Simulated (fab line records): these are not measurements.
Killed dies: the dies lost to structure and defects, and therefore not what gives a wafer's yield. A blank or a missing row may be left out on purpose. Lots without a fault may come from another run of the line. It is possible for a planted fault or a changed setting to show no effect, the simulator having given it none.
fab line records	flow sky130
record lots=6	wafers=18	last-day=49
route steps=708 shown VIA4@639 METAL5@661 PAD_OPEN@708
lots untouched by any fault: they come from a run of this same line in which no faults occurred
start-h: start of the lot's first displayed wafer, in hours after the record's first day	wait-h: hours elapsed since this lot's preceding step	" repeats the value in the row above	L1.1+2: a row that stands for several wafers	- no value, or no start given	* or withheld: withheld	< > ~ a bound
route shown NAME@n: NAME is a module with steps in the file, n the number in the route of the first one	usual: mean and standard deviation over wafers with no fault	same: alike in all rows	chamber/n: place in a boat	sites: the reading at each site	_std_site: how widely they spread, as a standard deviation	_edge_site: mean of outer sites minus mean of inner sites	radius-mm: for every site, how far away it sits from the centre of the wafer	mask NAME#n: copy n	behind: the tool/chamber that last shaped the wafer	hold: why the lot was held/for how many hours/how that ended	device: the n, p or np transistor that did not switch	end of line: the same wafers' tests at the end of the route	a step given without rows: its recipe and nothing more	killed: count of dies lost to structure and defects at first sort (not the wafer's yield)	map: the dies of a wafer, with x for killed, . for not killed, _ for no die there
set.NAME: the run value of the setting; set.NAME@STEP: its run value at that earlier step	model.NAME: the simulator's own value behind a step, which no gauge read
lots at selected steps of the route; one table per step, one row per wafer
services: the hour from which a tool's chamber was out of use, counted from the record's first day as start-h (under 0 if before that day), plus the number of hours and why
## steps
# step SKY_VIA4_HDPCVD_00
# recipe material=SiO2	target-thk-nm=1750	sigma-open-frac=0.3	time-s=291.7	temp-c=400	sih4-flow-sccm=60	pressure-mtorr=6
# step SKY_VIA4_THK_MEAS_01
# recipe reads=SiO2_of_VIA4_HDPCVD_00
# usual VIA4_HDPCVD_THK=1756/17
lot.wafer	tool	chamber	start-h	wait-h	VIA4_HDPCVD_THK[nm]
L399.1	film-metro-04	-	980.47	0.1	1764
L399.2	"	-	"	"	1778
L399.6	"	-	"	"	1789
L402.3	film-metro-04	-	997.40	0.1	1721
L402.4	"	-	"	"	1735
L402.5	"	-	"	"	1714
L411.1	film-metro-03	-	1067.35	0.1	1777
L411.2	"	-	"	"	1765
L411.6	"	-	"	"	1766
L413.2	film-metro-03	-	1078.35	0.1	1774
L413.3	"	-	"	"	1765
L413.4	"	-	"	"	1767
L414.1	film-metro-04	-	1079.40	0.1	1774
L414.2	"	-	"	"	1739
L414.5	"	-	"	"	1767
L418.2	film-metro-02	-	1104.37	0.1	1765
L418.5	"	-	"	"	1739
L418.6	"	-	"	"	1773
# step SKY_VIA4_CMP_02
# recipe material=SiO2	down-force-psi=4	platen-rpm=60	pad-velocity-m-s=0.94248
# step SKY_VIA4_BOW_MEAS_03
# recipe mode=bow
# usual VIA4_BOW=79/8.4
lot.wafer	tool	chamber	start-h	wait-h	VIA4_BOW[um]
L399.1	film-metro-04	-	980.83	0.1	82
L399.2	"	-	"	"	74
L399.6	"	-	"	"	79
L402.3	film-metro-04	-	997.78	0.1	74
L402.4	"	-	"	"	77
L402.5	"	-	"	"	80
L411.1	film-metro-04	-	1067.83	0.1	86
L411.2	"	-	"	"	62
L411.6	"	-	"	"	81
L413.2	film-metro-04	-	1078.72	0.2	56
L413.3	"	-	"	"	63
L413.4	"	-	"	"	76
L414.1	film-metro-02	-	1079.76	0.2	75
L414.2	"	-	"	"	80
L414.5	"	-	"	"	70
L418.2	film-metro-03	-	1104.74	0.2	77
L418.5	"	-	"	"	77
L418.6	"	-	"	"	76
# step SKY_VIA4_DEHYDRATE_04
# recipe temp-c=200	time-s=60
# step SKY_VIA4_HMDS_05
# recipe prime-time-s=60	prime-temp-c=120
# step SKY_VIA4_COAT_06
# recipe resist=NOVOLAK	spin-rpm=3000	resist-thk-nm=1140
# step SKY_VIA4_SOFTBAKE_07
# recipe temp-c=90	time-s=60	resist=NOVOLAK
# step SKY_VIA4_EXPOSE_08
# recipe mask-id=VIM4	na=0.6	source-shape=conventional	sigma-outer=0.6	polarization=unpolarized	target-cd-nm=800	dose-mj=132
# step SKY_VIA4_PEB_09
# recipe temp-c=withheld	time-s=*	resist=NOVOLAK
# step SKY_VIA4_DEVELOP_10
# recipe resist=NOVOLAK	developer=TMAH	develop-time-s=60	dev-temp-c=23
# step SKY_VIA4_OVL_MEAS_11
# usual VIA4_OVL=-1.1/1.3
lot.wafer	tool	chamber	start-h	wait-h	VIA4_OVL[nm]
L399.1	overlay-01	-	1003.80	0.1	-1.3
L399.2	"	-	"	"	0.3
L399.6	"	-	"	"	-0.7
L402.3	overlay-01	-	1020.58	0.1	0.9
L402.4	"	-	"	"	1.3
L402.5	"	-	"	"	1.5
L411.1	overlay-02	-	1088.71	0.1	-1.2
L411.2	"	-	"	"	0.5
L411.6	"	-	"	"	-0.2
L413.2	overlay-01	-	1098.87	0.1	-0.1
L413.3	"	-	"	"	-1.0
L413.4	"	-	"	"	-0.4
L414.1	overlay-01	-	1099.20	0.1	-1.8
L414.2	"	-	"	"	-2.1
L414.5	"	-	"	"	-1.3
L418.2	overlay-01	-	1124.93	0.1	-3.3
L418.5	"	-	"	"	-1.6
L418.6	"	-	"	"	-2.0
# step SKY_VIA4_ETCH_12
# recipe target=SiO2	chemistry=C4F8/O2/Ar	stop-on=TiN	mask-material=NOVOLAK	source-w=1500	bias-w=1200	pressure-mtorr=40	c4f8-flow-sccm=withheld	O2_flow_sccm=6	Ar_flow_sccm=300	time-s=withheld	target-depth-a=5800
# usual oes-product-au=0.925/0.0046
lot.wafer	tool	chamber	start-h	wait-h	oes-product-au
L399.1	rie-diel-02	0	1003.84	0.0	0.928
L399.2	"	3	"	"	0.922
L399.6	"	2	"	"	0.923
L402.3	rie-diel-04	0	1020.60	0.0	0.923
L402.4	"	2	"	"	0.928
L402.5	"	3	"	"	0.919
L411.1	rie-diel-02	2	1088.75	0.0	0.925
L411.2	"	1	"	"	0.922
L411.6	"	3	"	"	0.922
L413.2	rie-diel-02	3	1098.90	0.0	0.930
L413.3	"	0	"	"	0.931
L413.4	"	1	"	"	0.923
L414.1	rie-diel-01	2	1099.24	0.0	0.923
L414.2	"	1	"	"	0.923
L414.5	"	3	"	"	0.920
L418.2	rie-diel-04	3	1124.96	0.0	0.927
L418.5	"	2	"	"	0.919
L418.6	"	3	"	"	0.916
# step SKY_VIA4_STRIP_13
# recipe chemistry=O2/N2	power-w=1400	pressure-mtorr=1500	platen-temp-c=withheld	o2-flow-sccm=3000	n2-flow-sccm=300	overash-fraction=0.5
# usual drypump-motor-current-A=5.8/0.42	oes-product-au=0.710/0.0045	strip-time-to-endpoint-s=12.79/0.035
lot.wafer	tool	chamber	start-h	wait-h	drypump-motor-current-A	oes-product-au	rf-hours-counter-h	strip-time-to-endpoint-s
L399.1	plasma-asher-01	0	1003.91	-	6.1	0.717	54	12.83
L399.2	"	1	"	"	5.3	0.710	54	12.78
L399.6	"	1	"	"	5.3	0.706	-	12.83
L402.3	plasma-asher-01	0	1020.71	-	6.1	0.704	-	12.78
L402.4	"	1	"	"	5.3	0.708	-	12.76
L402.5	"	0	"	"	6.1	0.715	-	12.81
L411.1	plasma-asher-02	0	1088.82	-	6.5	0.710	98	12.80
L411.2	"	1	"	"	5.8	0.715	98	12.73
L411.6	"	1	"	"	5.8	0.710	-	12.79
L413.2	plasma-asher-01	1	1098.97	-	5.3	0.710	64	12.81
L413.3	"	0	"	"	6.1	0.701	-	12.81
L413.4	"	1	"	"	5.3	0.700	-	12.84
L414.1	plasma-asher-04	1	1099.31	-	5.2	0.707	35	12.78
L414.2	"	0	"	"	5.9	0.715	35	12.82
L414.5	"	1	"	"	5.2	0.710	-	12.81
L418.2	plasma-asher-02	1	1125.03	-	5.8	0.702	102	12.77
L418.5	"	0	"	"	6.5	0.712	-	12.74
L418.6	"	1	"	"	5.8	0.713	-	12.73
# step SKY_VIA4_STRIP_14
# recipe chemistry=post-etch-residue-remover	time-s=1200	temp-c=72.5
# step SKY_VIA4_CLEAN_15
# recipe chemistry=IPA	time-s=180	temp-c=25
# step SKY_VIA4_CLEAN_16
# recipe chemistry=O3/DIW	dry=n2-spin
# step SKY_VIA4_SPUTTER_17
# recipe material=TiN	target-thk-nm=20	chamber-pressure-pa=5	power-w=4000	time-s=80
# step SKY_VIA4_CVD_18
# recipe material=W	target-thk-nm=505	time-s=152.14	temp-c=400	pressure-torr=40
# usual heater-power-w=850/73
lot.wafer	tool	chamber	start-h	wait-h	heater-power-w
L399.1	cvd-w-01	1	1004.57	0.0	862
L399.2	"	0	"	"	899
L399.6	"	1	"	"	888
L402.3	cvd-w-01	0	1021.72	0.1	932
L402.4	"	1	"	"	884
L402.5	"	0	"	"	919
L411.1	cvd-w-01	1	1089.54	0.0	894
L411.2	"	0	"	"	928
L411.6	"	0	"	"	919
L413.2	cvd-w-02	0	1099.74	0.0	731
L413.3	"	0	"	"	731
L413.4	"	1	"	"	867
L414.1	cvd-w-01	0	1100.01	0.0	913
L414.2	"	1	"	"	870
L414.5	"	0	"	"	896
L418.2	cvd-w-02	0	1125.68	0.0	740
L418.5	"	0	"	"	708
L418.6	"	1	"	"	897
# step SKY_VIA4_RS_MEAS_19
# recipe thk-meas-gauge=four-point-probe	reads=W_of_VIA4_CVD_18+TiN_of_VIA4_SPUTTER_17
# usual VIA4_W_RS=0.2273/0.0024
lot.wafer	tool	chamber	start-h	wait-h	VIA4_W_RS[ohm/sq]
L399.1	film-metro-02	-	1004.72	0.1	0.2276
L399.2	"	-	"	"	0.2263
L399.6	"	-	"	"	0.2257
L402.3	film-metro-04	-	1021.86	0.1	0.2268
L402.4	"	-	"	"	0.2263
L402.5	"	-	"	"	0.2283
L411.1	film-metro-03	-	1089.83	0.2	0.2267
L411.2	"	-	"	"	0.2279
L411.6	"	-	"	"	0.2225
L413.2	film-metro-02	-	1099.91	0.1	0.2300
L413.3	"	-	"	"	0.2276
L413.4	"	-	"	"	0.2257
L414.1	film-metro-03	-	1100.16	0.1	0.2301
L414.2	"	-	"	"	0.2279
L414.5	"	-	"	"	0.2266
L418.2	film-metro-03	-	1125.85	0.1	0.2273
L418.5	"	-	"	"	0.2279
L418.6	"	-	"	"	0.2247
# step SKY_VIA4_THK_MEAS_20
# recipe thk-meas-gauge=xrf	reads=W_of_VIA4_CVD_18
# usual VIA4_W_THK=512/6.1
lot.wafer	tool	chamber	start-h	wait-h	VIA4_W_THK[nm]
L399.1	film-metro-02	-	1004.84	0.1	512
L399.2	"	-	"	"	514
L399.6	"	-	"	"	518
L402.3	film-metro-04	-	1021.96	0.1	510
L402.4	"	-	"	"	515
L402.5	"	-	"	"	507
L411.1	film-metro-03	-	1089.95	0.1	512
L411.2	"	-	"	"	508
L411.6	"	-	"	"	524
L413.2	film-metro-02	-	1100.02	0.1	502
L413.3	"	-	"	"	510
L413.4	"	-	"	"	512
L414.1	film-metro-03	-	1100.28	0.1	504
L414.2	"	-	"	"	508
L414.5	"	-	"	"	510
L418.2	film-metro-03	-	1125.96	0.1	516
L418.5	"	-	"	"	515
L418.6	"	-	"	"	520
# step SKY_VIA4_CMP_21
# recipe stop-on=SiO2	t-overpolish-s=25	down-force-psi=3.5	platen-rpm=60	target-thk-nm=0	pad-velocity-m-s=0.94248
# step SKY_METAL5_SPUTTER_00
# recipe material=Ti	target-thk-nm=15	power-w=3000	time-s=10	chamber-pressure-pa=0.4
# usual throttle-valve-pct=30.0/0.69
lot.wafer	tool	chamber	start-h	wait-h	throttle-valve-pct
L399.1	pvd-sputter-04	-	1005.20	0.2	30.3
L399.2	"	-	"	"	30.6
L399.6	"	-	"	"	30.9
L402.3	pvd-sputter-02	-	1022.30	0.2	30.4
L402.4	"	-	"	"	30.9
L402.5	"	-	"	"	30.7
L411.1	pvd-sputter-04	-	1090.55	0.2	30.2
L411.2	"	-	"	"	30.6
L411.6	"	-	"	"	30.3
L413.2	pvd-sputter-01	-	1100.37	0.1	28.6
L413.3	"	-	"	"	29.7
L413.4	"	-	"	"	29.5
L414.1	pvd-sputter-04	-	1100.67	0.2	30.7
L414.2	"	-	"	"	30.3
L414.5	"	-	"	"	30.8
L418.2	pvd-sputter-01	-	1126.41	0.1	29.0
L418.5	"	-	"	"	28.7
L418.6	"	-	"	"	29.9
# step SKY_METAL5_SPUTTER_01
# recipe material=TiN	target-thk-nm=20	power-w=6500	time-s=16.7	chamber-pressure-pa=0.4
# step SKY_METAL5_SPUTTER_02
# recipe material=AlCu	target-thk-nm=1150	power-w=10600	time-s=61.2	chamber-pressure-pa=0.4
# step SKY_METAL5_SPUTTER_03
# recipe material=Ti	target-thk-nm=5	power-w=3000	time-s=3.3	chamber-pressure-pa=0.4
# step SKY_METAL5_SPUTTER_04
# recipe material=TiN	target-thk-nm=70	power-w=6500	time-s=58.3	chamber-pressure-pa=0.4
# usual throttle-valve-pct=30.1/0.71
lot.wafer	tool	chamber	start-h	wait-h	throttle-valve-pct
L399.1	pvd-sputter-04	-	1005.31	0.0	30.3
L399.2	"	-	"	"	30.9
L399.6	"	-	"	"	30.9
L402.3	pvd-sputter-02	-	1022.42	0.0	30.3
L402.4	"	-	"	"	31.1
L402.5	"	-	"	"	30.5
L411.1	pvd-sputter-04	-	1090.67	0.0	30.1
L411.2	"	-	"	"	30.2
L411.6	"	-	"	"	30.6
L413.2	pvd-sputter-01	-	1100.49	0.0	28.8
L413.3	"	-	"	"	29.8
L413.4	"	-	"	"	29.5
L414.1	pvd-sputter-04	-	1100.79	0.0	30.9
L414.2	"	-	"	"	30.3
L414.5	"	-	"	"	30.6
L418.2	pvd-sputter-01	-	1126.53	0.0	28.8
L418.5	"	-	"	"	28.7
L418.6	"	-	"	"	29.6
# step SKY_METAL5_RS_MEAS_05
# recipe thk-meas-gauge=four-point-probe	reads=TiN_of_METAL5_SPUTTER_04+Ti_of_METAL5_SPUTTER_03+AlCu_of_METAL5_SPUTTER_02+TiN_of_METAL5_SPUTTER_01+Ti_of_METAL5_SPUTTER_00
# usual METAL5_ALCU_RS=0.0271/0.0003
lot.wafer	tool	chamber	start-h	wait-h	METAL5_ALCU_RS[ohm/sq]
L399.1	film-metro-02	-	1005.36	0.0	0.0274
L399.2	"	-	"	"	0.0276
L399.6	"	-	"	"	0.0277
L402.3	film-metro-04	-	1022.51	0.1	0.0274
L402.4	"	-	"	"	0.0274
L402.5	"	-	"	"	0.0270
L411.1	film-metro-01	-	1090.72	0.0	0.0274
L411.2	"	-	"	"	0.0269
L411.6	"	-	"	"	0.0269
L413.2	film-metro-02	-	1100.56	0.0	0.0267
L413.3	"	-	"	"	0.0272
L413.4	"	-	"	"	0.0270
L414.1	film-metro-01	-	1100.84	0.0	0.0273
L414.2	"	-	"	"	0.0272
L414.5	"	-	"	"	0.0274
L418.2	film-metro-01	-	1126.60	0.0	0.0265
L418.5	"	-	"	"	0.0270
L418.6	"	-	"	"	0.0268
# step SKY_METAL5_THK_MEAS_06
# recipe thk-meas-gauge=xrf	reads=AlCu_of_METAL5_SPUTTER_02
# usual METAL5_ALCU_THK=1148/15
lot.wafer	tool	chamber	start-h	wait-h	METAL5_ALCU_THK[nm]
L399.1	film-metro-02	-	1005.48	0.1	1121
L399.2	"	-	"	"	1115
L399.6	"	-	"	"	1110
L402.3	film-metro-04	-	1022.61	0.1	1142
L402.4	"	-	"	"	1147
L402.5	"	-	"	"	1161
L411.1	film-metro-01	-	1090.84	0.1	1128
L411.2	"	-	"	"	1169
L411.6	"	-	"	"	1164
L413.2	film-metro-02	-	1100.67	0.1	1144
L413.3	"	-	"	"	1129
L413.4	"	-	"	"	1125
L414.1	film-metro-01	-	1100.96	0.1	1140
L414.2	"	-	"	"	1149
L414.5	"	-	"	"	1135
L418.2	film-metro-01	-	1126.71	0.1	1171
L418.5	"	-	"	"	1145
L418.6	"	-	"	"	1153
# step SKY_METAL5_DEHYDRATE_07
# recipe temp-c=200	time-s=60
# step SKY_METAL5_HMDS_08
# recipe prime-time-s=60	prime-temp-c=120
# step SKY_METAL5_COAT_09
# recipe resist=NOVOLAK	spin-rpm=3000	resist-thk-nm=1800
# step SKY_METAL5_SOFTBAKE_10
# recipe temp-c=90	time-s=60	resist=NOVOLAK
# step SKY_METAL5_EXPOSE_11
# recipe mask-id=MM5	na=0.6	source-shape=conventional	sigma-outer=0.6	polarization=unpolarized	target-cd-nm=1600	dose-mj=190
# step SKY_METAL5_PEB_12
# recipe temp-c=withheld	time-s=*	resist=NOVOLAK
# step SKY_METAL5_DEVELOP_13
# recipe resist=NOVOLAK	developer=TMAH	develop-time-s=60	dev-temp-c=23
# step SKY_METAL5_DESCUM_14
# recipe chemistry=O2	source-power-w=150	bias-power-w=0	pressure-mtorr=10	temp-c=40	time-s=11
# step SKY_METAL5_METAL_ETCH_15
# recipe target-depth-a=12600	stop-on=SiO2	over-etch-frac=0.2	time-s=252	chemistry=Cl2/BCl3	resist-sidewall-deg=86	pressure-mtorr=10	icp-w=900	bias-w=48.5	Cl2_flow_sccm=60	bcl3-flow-sccm=30
# step SKY_METAL5_STRIP_16
# recipe chemistry=O2/N2	power-w=1400	pressure-mtorr=1500	platen-temp-c=withheld	o2-flow-sccm=3000	n2-flow-sccm=300	overash-fraction=0.5
# usual drypump-motor-current-A=5.9/0.36	oes-product-au=0.710/0.0043	strip-time-to-endpoint-s=13.08/0.12
lot.wafer	tool	chamber	start-h	wait-h	drypump-motor-current-A	oes-product-au	rf-hours-counter-h	strip-time-to-endpoint-s
L399.1	plasma-asher-03	1	1028.08	0.2	5.6	0.706	123	13.15
L399.2	"	0	"	"	5.9	0.716	123	13.23
L399.6	"	1	"	"	5.6	0.704	-	13.15
L402.3	plasma-asher-03	0	1044.56	0.1	5.9	0.711	-	13.09
L402.4	"	1	"	"	5.6	0.716	-	13.05
L402.5	"	0	"	"	5.9	0.703	-	12.91
L411.1	plasma-asher-03	0	1110.43	0.2	6.0	0.711	4	13.23
L411.2	"	1	"	"	5.6	0.706	4	12.94
L411.6	"	0	"	"	5.9	0.708	-	12.95
L413.2	plasma-asher-02	1	1120.68	0.2	5.8	0.711	102	13.20
L413.3	"	0	"	"	6.5	0.712	-	13.13
L413.4	"	1	"	"	5.8	0.708	-	13.06
L414.1	plasma-asher-04	1	1121.13	0.2	5.2	0.708	37	13.04
L414.2	"	0	"	"	5.9	0.709	37	13.24
L414.5	"	0	"	"	5.9	0.709	-	13.19
L418.2	plasma-asher-02	1	1145.73	0.2	5.8	0.721	104	13.10
L418.5	"	1	"	"	5.8	0.711	-	12.99
L418.6	"	0	"	"	6.5	0.709	-	13.04
# step SKY_METAL5_STRIP_17
# recipe chemistry=post-etch-residue-remover	time-s=1200	temp-c=72.5
# step SKY_METAL5_CLEAN_18
# recipe chemistry=IPA	time-s=180	temp-c=25
# step SKY_METAL5_CLEAN_19
# recipe chemistry=O3/DIW	dry=n2-spin
# step SKY_PAD_OPEN_PROBE_99
# usual defect-limited-yield=82.7/1.9	killed_at_M0_to_M3=43/6.8	killed_at_M4_up=3.0/1.8	killed-at-contacts=23/5.4	killed-at-front-end=15/4.4	killed-at-other=0.3/0.51	killed-dies=85/9.2	killed-open=47/6.8	killed-short=39/6.8	sort_bin_3_pad_short=0.8/0.43	sort_bin_5_function=10.3/1.5	sort_bin_6_memory=6.2/0.96	sort-n-pass=407/9.2	sort-yield-pct=82.7/1.9
# same gross-dies=492	killed-at-back-side=0	sort_bin_4_leakage[%]=0	sort_bin_8_speed[%]=0
lot.wafer	tool	chamber	start-h	wait-h	defect-limited-yield[%]	killed_at_M0_to_M3	killed_at_M4_up	killed-at-contacts	killed-at-front-end	killed-at-other	killed-dies	killed-open	killed-short	sort_bin_3_pad_short[%]	sort_bin_5_function[%]	sort_bin_6_memory[%]	sort-n-pass	sort-yield-pct[%]	model.etest.tester.sort-n-pass	model.etest.tester.sort-yield-pct	model.etest.tester.sort_bin_5_pct	model.etest.tester.sort_bin_3_pct
L402.3	prober-01	-	1090.42	0.2	82.3	43	2	25	17	0	87	48	39	0.6	11.2	5.9	405	82.3	405	82.32	11.18	0.6098
L402.4	prober-01	-	1090.47	0.2	82.3	48	0	24	15	0	87	51	36	0.6	11.2	5.9	405	82.3	405	82.32	11.18	0.6098
L402.5	prober-01	-	1090.52	0.2	85.4	31	5	22	13	1	72	49	23	0.4	7.1	7.1	420	85.4	420	85.37	7.114	0.4065
L411.1	prober-02	-	1152.29	0.1	74.8	36	67	15	6	0	124	43	20	4.3	15.9	5.1	368	74.8	368	74.8	15.85	4.268
L411.2	prober-02	-	1152.34	0.1	70.1	36	71	24	16	0	147	41	39	5.7	18.7	5.5	345	70.1	345	70.12	18.7	5.691
L411.6	prober-02	-	1152.54	0.2	71.1	46	58	24	13	1	142	42	45	3.3	18.5	7.1	350	71.1	350	71.14	18.5	3.252
L413.2	prober-02	-	1162.83	0.1	73.2	40	57	21	14	0	132	48	31	3.9	16.5	6.5	360	73.2	360	73.17	16.46	3.862
L413.3	prober-02	-	1162.88	0.2	76.8	34	41	21	18	0	114	41	33	3.9	14.6	4.7	378	76.8	378	76.83	14.63	3.862
L413.4	prober-02	-	1162.93	0.2	71.1	30	69	21	22	0	142	44	31	5.5	16.9	6.5	350	71.1	350	71.14	16.87	5.488
L414.1	prober-01	-	1163.38	0.1	80.9	49	3	25	17	0	94	52	42	0.6	10.8	7.7	398	80.9	398	80.89	10.77	0.6098
L414.2	prober-01	-	1163.43	0.1	78.9	58	3	31	12	0	104	61	43	0.8	13.4	6.9	388	78.9	388	78.86	13.41	0.813
L414.5	prober-01	-	1163.58	0.2	79.9	56	5	24	14	0	99	55	44	0.8	12.6	6.7	393	79.9	393	79.88	12.6	0.813
L418.2	prober-01	-	1183.41	0.1	80.9	37	6	31	20	0	94	43	51	1.6	11.0	6.5	398	80.9	398	80.89	10.98	1.626
L418.5	prober-01	-	1183.56	0.2	83.5	34	8	29	10	0	81	36	45	1.2	10.4	4.9	411	83.5	411	83.54	10.37	1.22
L418.6	prober-01	-	1183.61	0.2	85.6	35	2	21	13	0	71	38	33	0.6	7.7	6.1	421	85.6	421	85.57	7.724	0.6098
# killed by level:class
L402.3 VIA1:geometric-particle:open=15 LI_CONTACT:geometric-particle:open=10 CONTACT:geometric-particle:open=6 VIA3:geometric-particle:open=6 FIELD_ISO:geometric-particle:open=5 VIA1:geometric-particle:short=5 VIA2:geometric-particle:short=5 LI_CONTACT:geometric-particle:short=4
L402.4 VIA1:geometric-particle:open=10 LI_CONTACT:geometric-particle:open=7 CONTACT:geometric-particle:open=7 POLY_GATE:geometric-particle:open=6 VIA3:geometric-particle:open=6 CONTACT:geometric-particle:short=6 VIA1:geometric-particle:short=6 VIA2:geometric-particle:short=5
L402.5 VIA1:geometric-particle:open=13 CONTACT:geometric-particle:open=12 LI_CONTACT:geometric-particle:open=5 VIA3:geometric-particle:open=5 FIELD_ISO:geometric-particle:open=4 METAL2:geometric-particle:short=4 METAL3:geometric-particle:short=4 POLY_GATE:geometric-particle:open=3
L411.1 VIA4:unspecified=61 VIA1:geometric-particle:open=13 VIA3:geometric-particle:open=7 LI_CONTACT:geometric-particle:open=5 METAL2:geometric-particle:open=5 METAL2:geometric-particle:short=4 METAL4:geometric-particle:short=4 CONTACT:geometric-particle:short=4
L411.2 VIA4:unspecified=67 VIA1:geometric-particle:open=10 LI_CONTACT:geometric-particle:short=6 LI_CONTACT:geometric-particle:open=6 VIA3:geometric-particle:open=5 FIELD_ISO:geometric-particle:open=4 POLY_GATE:geometric-particle:open=4 POLY_GATE:geometric-particle:short=4
L411.6 VIA4:unspecified=55 VIA1:geometric-particle:open=9 METAL1:geometric-particle:short=8 VIA2:geometric-particle:open=8 CONTACT:geometric-particle:open=6 LI_CONTACT:geometric-particle:short=6 METAL2:geometric-particle:short=6 LOCAL_INTERCONNECT:geometric-particle:short=5
L413.2 VIA4:unspecified=53 VIA1:geometric-particle:open=15 CONTACT:geometric-particle:open=11 VIA2:geometric-particle:open=8 FIELD_ISO:geometric-particle:open=5 LI_CONTACT:geometric-particle:open=5 VIA1:geometric-particle:short=5 FIELD_ISO:geometric-particle:short=4
L413.3 VIA4:unspecified=40 LI_CONTACT:geometric-particle:open=8 VIA1:geometric-particle:open=8 FIELD_ISO:geometric-particle:open=6 CONTACT:geometric-particle:open=6 VIA1:geometric-particle:short=5 LOCAL_INTERCONNECT:geometric-particle:short=5 METAL1:geometric-particle:short=4
L413.4 VIA4:unspecified=67 VIA1:geometric-particle:open=10 CONTACT:geometric-particle:open=8 FIELD_ISO:geometric-particle:short=6 POLY_GATE:geometric-particle:open=5 CONTACT:geometric-particle:short=5 VIA1:geometric-particle:short=4 VIA3:geometric-particle:open=4
L414.1 VIA1:geometric-particle:open=11 VIA2:geometric-particle:open=10 LI_CONTACT:geometric-particle:open=8 CONTACT:geometric-particle:open=8 VIA3:geometric-particle:open=8 FIELD_ISO:geometric-particle:short=7 METAL1:geometric-particle:short=6 VIA1:geometric-particle:short=6
L414.2 VIA1:geometric-particle:open=15 CONTACT:geometric-particle:open=11 LI_CONTACT:geometric-particle:open=10 METAL2:geometric-particle:short=9 VIA1:geometric-particle:short=8 VIA2:geometric-particle:open=8 VIA3:geometric-particle:open=7 CONTACT:geometric-particle:short=5
L414.5 VIA1:geometric-particle:open=15 VIA3:geometric-particle:open=10 LI_CONTACT:geometric-particle:open=9 METAL1:geometric-particle:short=8 VIA1:geometric-particle:short=8 CONTACT:geometric-particle:short=6 CONTACT:geometric-particle:open=6 VIA2:geometric-particle:open=5
L418.2 CONTACT:geometric-particle:open=11 FIELD_ISO:geometric-particle:short=9 LI_CONTACT:geometric-particle:open=8 METAL2:geometric-particle:short=8 VIA3:geometric-particle:open=7 VIA1:geometric-particle:short=6 LOCAL_INTERCONNECT:geometric-particle:short=5 VIA1:geometric-particle:open=5
L418.5 CONTACT:geometric-particle:open=12 VIA1:geometric-particle:open=10 CONTACT:geometric-particle:short=9 METAL2:geometric-particle:short=6 METAL4:geometric-particle:short=6 LOCAL_INTERCONNECT:geometric-particle:short=4 VIA2:geometric-particle:short=4 VIA1:geometric-particle:short=4
L418.6 VIA1:geometric-particle:open=8 CONTACT:geometric-particle:open=7 LI_CONTACT:geometric-particle:open=6 METAL2:geometric-particle:short=6 FIELD_ISO:geometric-particle:short=5 FIELD_ISO:geometric-particle:open=5 METAL1:geometric-particle:short=4 POLY_GATE:geometric-particle:open=3
# map L411.2 (x killed, . not)
__________...xx.x..._________
________.xxxxxxxxxxxx._______
______.....xxxxxxxxxx.xx_____
_____.....xxxxxxxxxxxx...____
____.....xxxxxxxxxxx.x....___
___..x....xxxxxxxxx.x.....x__
__.........xxxxxxxxx....x..._
_.x..x.x...xxxxxxxx.x....x...
_x..x..x.xx...x.x..x.........
_....x...x.......xx.....x.x..
_x.....x.x..............x....
_x...xx......x....xx.........
_............................
_.xx....x.......xx.....x.x..x
_....xxx.......x.....xx......
__..x........x....x....xxx.._
___........................__
____x..x........x.........___
_____.xx...xx.x..x......x____
______...xx.........x..._____
________x...x.x..x...._______
__________.........._________
# map L413.4 (x killed, . not)
__________x.x.xxxxx._________
________x..x.xxxxxxxxx_______
______....xxxxxxxxxx...._____
_____.x...xxxxxxxxxxx..x.____
____x.....xxxxxxxxxxx.....___
___...x.....xxxxxxxx.......__
__.x.xx...xxxxxxxx.x...x...._
_........x..xxxx..xx..x......
_..x...x.....xx.x........x...
_.........x........x...x....x
_.x............x..x..x.......
_.....xxx......x.....x.......
_x....x.....x.......x...x.x..
_...x......x.x............xx.
_....x.xx.x..x.x...xxx.......
__.x.........x....xx........_
___........x.......x...xx..__
____...x..xx.x.x........x.___
_____........x....x...x..____
______.................._____
________.......xx....._______
__________....x....._________
## services
tool	chamber	start-h	hours	kind
pvd-sputter-01	-	980.00	37.5	repair
rie-diel-04	3	980.89	3.2	repair
cvd-w-01	0	983.84	4.6	repair
cvd-w-02	-	1007.77	6.9	pm
cvd-w-02	-	1014.67	14.6	pm
rie-diel-04	1	1018.24	9.8	repair
plasma-asher-02	-	1019.71	14.2	repair
pvd-sputter-04	-	1022.26	1.9	repair
cvd-w-01	1	1028.23	13.9	repair
cvd-w-02	-	1029.43	2.8	pm
cvd-w-01	-	1033.31	2.8	pm
cvd-w-02	1	1034.46	7.3	repair
cvd-w-02	0	1035.70	9.4	repair
plasma-asher-04	-	1037.40	3.3	repair
plasma-asher-03	-	1055.25	9.0	pm
cvd-w-02	-	1065.54	0.3	repair
rie-diel-04	0	1073.44	4.2	repair
rie-diel-04	0	1078.70	1.5	repair
plasma-asher-01	-	1078.91	4.3	pm
rie-diel-04	-	1083.23	0.9	repair
rie-diel-04	-	1093.01	1.7	repair
plasma-asher-04	-	1104.99	2.8	pm
cvd-w-01	0	1114.24	6.5	repair
rie-diel-02	0	1133.92	7.3	repair
## key
first-sign step=SKY_PAD_OPEN_PROBE_99	reading=killed_at_M4_up	direction=up	sigmas=32	usual=3.0	struck=60.5
effect step=SKY_PAD_OPEN_PROBE_99	reading=sort_bin_3_pad_short	direction=up	sigmas=8.3	usual=0.8	struck=4.4
model-effect step=SKY_PAD_OPEN_PROBE_99	value=etest.tester.sort-n-pass	without=407.2	struck=358.5
met-at SKY_VIA4_ETCH_12
struck-wafers L411.1,L411.2,L411.6,L413.2,L413.3,L413.4
onset-between 1003.84 1088.75
fault kind=chamber-particle-source	tool=rie-diel-02	chamber=-	onset-h=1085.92	steps=SKY_VIA4_ETCH_12	rate-per-visit-cm2=1.9302	end-h=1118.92
